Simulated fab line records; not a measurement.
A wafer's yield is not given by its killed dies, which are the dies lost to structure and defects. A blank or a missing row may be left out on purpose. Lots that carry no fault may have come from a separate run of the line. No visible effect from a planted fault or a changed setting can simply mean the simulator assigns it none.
Which tool was responsible? :: flow sky130 :: Sampling: 11 lots, 33 wafers, 6 of 708 route steps

## WHAT THE GAUGES SHOWED, per wafer
SKY_SD_N_TW_MEAS_12. Usual: SD_N_TW typically reads 3969, with standard deviation 61.
lot: L108
measured: day 29 08:31
on: film-metro-03
SD_N_TW: 3912 3895 3896
flag: 

lot: L110
measured: day 29 11:13
on: film-metro-04
SD_N_TW: 3975 3946 3969
flag: 

lot: L112
measured: day 30 10:45
on: film-metro-01
SD_N_TW: 4029 4027 4040
flag: 

lot: L117
measured: day 31 09:01
on: film-metro-01
SD_N_TW: 4048 4038 4024
flag: 

lot: L118
measured: day 32 00:33
on: film-metro-03
SD_N_TW: 3914 3950 3918
flag: 

lot: L119
measured: day 32 02:06
on: film-metro-03
SD_N_TW: 3656 3638 3649
flag: OFF

lot: L121
measured: day 32 16:10
on: film-metro-03
SD_N_TW: 3663 3680 3672
flag: OFF

lot: L122
measured: day 33 10:33
on: film-metro-03
SD_N_TW: 3662 3663 3660
flag: OFF

lot: L125
measured: day 34 05:48
on: film-metro-04
SD_N_TW: 4001 4021 4013
flag: 

lot: L128
measured: day 34 23:00
on: film-metro-03
SD_N_TW: 3942 3905 3909
flag: 

lot: L129
measured: day 35 09:07
on: film-metro-01
SD_N_TW: 4059 4048 4043
flag: 

SKY_SD_N_RS_MEAS_16: uses a four-point probe to measure. Usual: SD_N_RS typically reads 68.56 ohm/sq, with standard deviation 0.12.
lot: L108
measured: day 29 08:48
on: film-metro-03
SD_N_RS (ohm/sq): 68.63 68.70 68.59
flag: 

lot: L110
measured: day 29 11:30
on: film-metro-01
SD_N_RS (ohm/sq): 68.50 68.67 68.45
flag: 

lot: L112
measured: day 30 11:02
on: film-metro-03
SD_N_RS (ohm/sq): 68.59 68.87 68.81
flag: 

lot: L117
measured: day 31 09:18
on: film-metro-03
SD_N_RS (ohm/sq): 68.74 68.58 68.61
flag: 

lot: L118
measured: day 32 00:50
on: film-metro-03
SD_N_RS (ohm/sq): 68.69 68.64 68.67
flag: 

lot: L119
measured: day 32 02:23
on: film-metro-04
SD_N_RS (ohm/sq): 103.72 103.51 103.32
flag: OFF

lot: L121
measured: day 32 16:29
on: film-metro-03
SD_N_RS (ohm/sq): 101.62 101.88 101.81
flag: OFF

lot: L122
measured: day 33 10:50
on: film-metro-01
SD_N_RS (ohm/sq): 103.04 103.16 103.23
flag: OFF

lot: L125
measured: day 34 06:08
on: film-metro-03
SD_N_RS (ohm/sq): 68.67 68.53 68.70
flag: 

lot: L128
measured: day 34 23:17
on: film-metro-01
SD_N_RS (ohm/sq): 68.54 68.54 68.45
flag: 

lot: L129
measured: day 35 09:26
on: film-metro-01
SD_N_RS (ohm/sq): 68.46 68.40 68.68
flag: 

SKY_SD_N_RS_MEAS_17: uses a four-point probe to measure. Usual: SD_P_RS typically reads 147.1 ohm/sq, with standard deviation 0.36.
lot: L108
measured: day 29 08:55
on: film-metro-03
SD_P_RS (ohm/sq): 147.3 147.4 147.2
flag: 

lot: L110
measured: day 29 11:37
on: film-metro-01
SD_P_RS (ohm/sq): 146.9 146.9 146.8
flag: 

lot: L112
measured: day 30 11:10
on: film-metro-03
SD_P_RS (ohm/sq): 147.5 147.5 147.4
flag: 

lot: L117
measured: day 31 09:25
on: film-metro-03
SD_P_RS (ohm/sq): 147.4 147.1 147.1
flag: 

lot: L118
measured: day 32 00:57
on: film-metro-03
SD_P_RS (ohm/sq): 147.5 147.6 147.0
flag: 

lot: L119
measured: day 32 02:30
on: film-metro-04
SD_P_RS (ohm/sq): 147.0 146.8 147.3
flag: 

lot: L121
measured: day 32 16:36
on: film-metro-03
SD_P_RS (ohm/sq): 147.3 146.9 147.4
flag: 

lot: L122
measured: day 33 10:57
on: film-metro-01
SD_P_RS (ohm/sq): 146.9 146.4 146.5
flag: 

lot: L125
measured: day 34 06:16
on: film-metro-03
SD_P_RS (ohm/sq): 147.2 147.7 147.1
flag: 

lot: L128
measured: day 34 23:25
on: film-metro-01
SD_P_RS (ohm/sq): 147.1 146.9 146.8
flag: 

lot: L129
measured: day 35 09:33
on: film-metro-01
SD_P_RS (ohm/sq): 146.9 146.9 147.1
flag: 

## WHICH TOOL RAN EACH LOT (tool, then ch and the chambers of the sampled wafers, then the start)
lot: L108
SKY_SD_N_IMPLANT_09: implanter-04 ch 0, day 29 08:07
SKY_SD_N_STRIP_11: plasma-asher-01 ch 0,1, day 29 08:24
SKY_SD_N_RTA_14: rtp-anneal-02 ch 0, day 29 08:37

lot: L110
SKY_SD_N_IMPLANT_09: implanter-02 ch 0, day 29 10:50
SKY_SD_N_STRIP_11: plasma-asher-01 ch 0,1, day 29 11:06
SKY_SD_N_RTA_14: rtp-anneal-01 ch 0, day 29 11:19

lot: L112
SKY_SD_N_IMPLANT_09: implanter-03 ch 0, day 30 10:21
SKY_SD_N_STRIP_11: plasma-asher-01 ch 0,1, day 30 10:39
SKY_SD_N_RTA_14: rtp-anneal-01 ch 0, day 30 10:52

lot: L117
SKY_SD_N_IMPLANT_09: implanter-03 ch 0, day 31 08:38
SKY_SD_N_STRIP_11: plasma-asher-04 ch 0,1, day 31 08:54
SKY_SD_N_RTA_14: rtp-anneal-01 ch 0, day 31 09:07

lot: L118
SKY_SD_N_IMPLANT_09: implanter-03 ch 0, day 32 00:09
SKY_SD_N_STRIP_11: plasma-asher-03 ch 0,1, day 32 00:27
SKY_SD_N_RTA_14: rtp-anneal-01 ch 0, day 32 00:40

lot: L119
SKY_SD_N_IMPLANT_09: implanter-03 ch 0, day 32 01:42
SKY_SD_N_STRIP_11: plasma-asher-04 ch 0,1, day 32 02:00
SKY_SD_N_RTA_14: rtp-anneal-02 ch 0, day 32 02:13

lot: L121
SKY_SD_N_IMPLANT_09: implanter-03 ch 0, day 32 15:48
SKY_SD_N_STRIP_11: plasma-asher-04 ch 0,1, day 32 16:05
SKY_SD_N_RTA_14: rtp-anneal-02 ch 0, day 32 16:17

lot: L122
SKY_SD_N_IMPLANT_09: implanter-03 ch 0, day 33 10:09
SKY_SD_N_STRIP_11: plasma-asher-01 ch 0,1, day 33 10:27
SKY_SD_N_RTA_14: rtp-anneal-01 ch 0, day 33 10:40

lot: L125
SKY_SD_N_IMPLANT_09: implanter-04 ch 0, day 34 05:24
SKY_SD_N_STRIP_11: plasma-asher-01 ch 0,1, day 34 05:42
SKY_SD_N_RTA_14: rtp-anneal-02 ch 0, day 34 05:55

lot: L128
SKY_SD_N_IMPLANT_09: implanter-02 ch 0, day 34 22:36
SKY_SD_N_STRIP_11: plasma-asher-03 ch 0,1, day 34 22:54
SKY_SD_N_RTA_14: rtp-anneal-01 ch 0, day 34 23:07

lot: L129
SKY_SD_N_IMPLANT_09: implanter-02 ch 0, day 35 08:45
SKY_SD_N_STRIP_11: plasma-asher-01 ch 0,1, day 35 09:02
SKY_SD_N_RTA_14: rtp-anneal-02 ch 0, day 35 09:14
- SKY_SD_N_IMPLANT_09
- SKY_SD_N_STRIP_11: strips in O2/N2.
- SKY_SD_N_RTA_14: time 2 s.

## WHAT THE TOOLS THEMSELVES READ (means of the sampled wafers that have a number; where no wafer has one, the mark that the record gives instead)
SKY_SD_N_IMPLANT_09. Usual: beam-on-s 18.6 s, standard deviation 0.64; dose-ions-cm2 4.001e+15, standard deviation 4.5e+12; end-station-pressure-torr 1.29e-05 Torr, standard deviation 7.2e-07; faraday-current-uA 11769, standard deviation 390.
lot: L108
tool: implanter-04
beam-on-s (s): 19.6
dose-ions-cm2: 3.997e+15
end-station-pressure-torr (Torr): 1.23e-05
faraday-current-uA: 11174
flag: 

lot: L110
tool: implanter-02
beam-on-s (s): 18.7
dose-ions-cm2: 3.999e+15
end-station-pressure-torr (Torr): 1.28e-05
faraday-current-uA: 11749
flag: 

lot: L112
tool: implanter-03
beam-on-s (s): 17.8
dose-ions-cm2: 3.996e+15
end-station-pressure-torr (Torr): 1.38e-05
faraday-current-uA: 12286
flag: 

lot: L117
tool: implanter-03
beam-on-s (s): 18.2
dose-ions-cm2: 4.000e+15
end-station-pressure-torr (Torr): 1.36e-05
faraday-current-uA: 12038
flag: 

lot: L118
tool: implanter-03
beam-on-s (s): 18.4
dose-ions-cm2: 4.005e+15
end-station-pressure-torr (Torr): 1.36e-05
faraday-current-uA: 11876
flag: 

lot: L119
tool: implanter-03
beam-on-s (s): 10.0
dose-ions-cm2: 1.091e+15
end-station-pressure-torr (Torr): 9.90e-06
faraday-current-uA: 6006
flag: OFF

lot: L121
tool: implanter-03
beam-on-s (s): 10.1
dose-ions-cm2: 1.095e+15
end-station-pressure-torr (Torr): 1.02e-05
faraday-current-uA: 6020
flag: OFF

lot: L122
tool: implanter-03
beam-on-s (s): 9.8
dose-ions-cm2: 1.099e+15
end-station-pressure-torr (Torr): 9.87e-06
faraday-current-uA: 6140
flag: OFF

lot: L125
tool: implanter-04
beam-on-s (s): 19.2
dose-ions-cm2: 4.001e+15
end-station-pressure-torr (Torr): 1.24e-05
faraday-current-uA: 11434
flag: 

lot: L128
tool: implanter-02
beam-on-s (s): 18.6
dose-ions-cm2: 4.000e+15
end-station-pressure-torr (Torr): 1.33e-05
faraday-current-uA: 11801
flag: 

lot: L129
tool: implanter-02
beam-on-s (s): 18.1
dose-ions-cm2: 3.999e+15
end-station-pressure-torr (Torr): 1.23e-05
faraday-current-uA: 12071
flag: 

SKY_SD_N_STRIP_11. Usual: drypump-motor-current-A 5.9 A, standard deviation 0.42; n2-flow-sccm 300.2 sccm, standard deviation 0.8; oes-product-au 0.527 a.u., standard deviation 0.0043; strip-time-to-endpoint-s 22.55 s, standard deviation 0.037.
lot: L108
tool: plasma-asher-01
drypump-motor-current-A (A): 5.8
n2-flow-sccm (sccm): 300.6
oes-product-au (a.u.): 0.529
strip-time-to-endpoint-s (s): 22.56
flag: 

lot: L110
tool: plasma-asher-01
drypump-motor-current-A (A): 5.9
n2-flow-sccm (sccm): 300.9
oes-product-au (a.u.): 0.528
strip-time-to-endpoint-s (s): 22.51
flag: 

lot: L112
tool: plasma-asher-01
drypump-motor-current-A (A): 5.8
n2-flow-sccm (sccm): 300.2
oes-product-au (a.u.): 0.528
strip-time-to-endpoint-s (s): 22.56
flag: 

lot: L117
tool: plasma-asher-04
drypump-motor-current-A (A): 6.3
n2-flow-sccm (sccm): 301.1
oes-product-au (a.u.): 0.528
strip-time-to-endpoint-s (s): 22.53
flag: 

lot: L118
tool: plasma-asher-03
drypump-motor-current-A (A): 5.6
n2-flow-sccm (sccm): 301.2
oes-product-au (a.u.): 0.524
strip-time-to-endpoint-s (s): 22.60
flag: 

lot: L119
tool: plasma-asher-04
drypump-motor-current-A (A): 6.3
n2-flow-sccm (sccm): 299.1
oes-product-au (a.u.): 0.603
strip-time-to-endpoint-s (s): 18.17
flag: OFF

lot: L121
tool: plasma-asher-04
drypump-motor-current-A (A): 6.3
n2-flow-sccm (sccm): 300.8
oes-product-au (a.u.): 0.596
strip-time-to-endpoint-s (s): 18.30
flag: OFF

lot: L122
tool: plasma-asher-01
drypump-motor-current-A (A): 5.7
n2-flow-sccm (sccm): 299.9
oes-product-au (a.u.): 0.599
strip-time-to-endpoint-s (s): 18.17
flag: OFF

lot: L125
tool: plasma-asher-01
drypump-motor-current-A (A): 5.8
n2-flow-sccm (sccm): 299.6
oes-product-au (a.u.): 0.524
strip-time-to-endpoint-s (s): 22.52
flag: 

lot: L128
tool: plasma-asher-03
drypump-motor-current-A (A): 5.6
n2-flow-sccm (sccm): 299.8
oes-product-au (a.u.): 0.527
strip-time-to-endpoint-s (s): 22.57
flag: 

lot: L129
tool: plasma-asher-01
drypump-motor-current-A (A): 5.7
n2-flow-sccm (sccm): 300.2
oes-product-au (a.u.): 0.523
strip-time-to-endpoint-s (s): 22.52
flag: 

SKY_SD_N_RTA_14. Usual: lamp-power-pct 15.73 %, standard deviation 0.051; wafer_temp_C_max 1078.0, standard deviation 1.3.
lot: L108
tool: rtp-anneal-02
lamp-power-pct (%): 15.71
wafer_temp_C_max: 1077.5
flag: 

lot: L110
tool: rtp-anneal-01
lamp-power-pct (%): 15.81
wafer_temp_C_max: 1077.6
flag: 

lot: L112
tool: rtp-anneal-01
lamp-power-pct (%): 15.79
wafer_temp_C_max: 1077.6
flag: 

lot: L117
tool: rtp-anneal-01
lamp-power-pct (%): 15.72
wafer_temp_C_max: 1079.0
flag: 

lot: L118
tool: rtp-anneal-01
lamp-power-pct (%): 15.74
wafer_temp_C_max: 1078.6
flag: 

lot: L119
tool: rtp-anneal-02
lamp-power-pct (%): 15.76
wafer_temp_C_max: 1077.5
flag: 

lot: L121
tool: rtp-anneal-02
lamp-power-pct (%): 15.69
wafer_temp_C_max: 1077.9
flag: 

lot: L122
tool: rtp-anneal-01
lamp-power-pct (%): 15.72
wafer_temp_C_max: 1077.6
flag: 

lot: L125
tool: rtp-anneal-02
lamp-power-pct (%): 15.72
wafer_temp_C_max: 1077.2
flag: 

lot: L128
tool: rtp-anneal-01
lamp-power-pct (%): 15.68
wafer_temp_C_max: 1077.5
flag: 

lot: L129
tool: rtp-anneal-02
lamp-power-pct (%): 15.72
wafer_temp_C_max: 1077.2
flag: 

## THE ANSWER, worked out from the rows above alone
Rule: take the mean of a lot's wafers that have a number; if it is more than 3 standard deviations from the usual mean, the lot is off. Also off: a lot with no number at a reading for which 4 or more lots have one. Any other lot the step has rows for is counted as sound. After the gauges, taken in route order, come the tools' own readings; for these a lot's mean is taken, as printed above. The first step at which some lot is off is used, and at that step the reading that is off furthest; a lot without a number counts as furthest.
Off: L119, L121, L122, at SKY_SD_N_TW_MEAS_12 (SD_N_TW).
If a tool, at a process step before that reading, ran all the lots that are off and no sound lot after the first of them, it fits. Not tried: the gauges at SKY_SD_N_TW_MEAS_12; whatever is off there is also off at SKY_SD_N_IMPLANT_09, on other tools, and gauge error can't account for it. One candidate fits, namely implanter-03 at SKY_SD_N_IMPLANT_09. A fault onset in the window from L118 (day 32 00:09, its last sound lot) to L119 (day 32 01:42, its first lot off) fits.
The tool's own readings at SKY_SD_N_IMPLANT_09 bear it out: on the lots that are off they differ by more than 5 times the standard deviation of the sound lots' means. beam-on-s reads 10.0 s there against 18.6 s on the sound lots; dose-ions-cm2 reads 1.095e+15 there against 4.000e+15 on the sound lots; end-station-pressure-torr reads 9.99e-06 Torr there against 1.30e-05 Torr on the sound lots; faraday-current-uA reads 6055 there against 11804 on the sound lots.

## WHAT THE SIMULATOR HAD PUT IN
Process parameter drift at SKY_SD_N_IMPLANT_09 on implanter-03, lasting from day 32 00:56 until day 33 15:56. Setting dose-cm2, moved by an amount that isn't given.
Shown lots that were struck: L119, L121, L122. This agrees with what the rule above found.
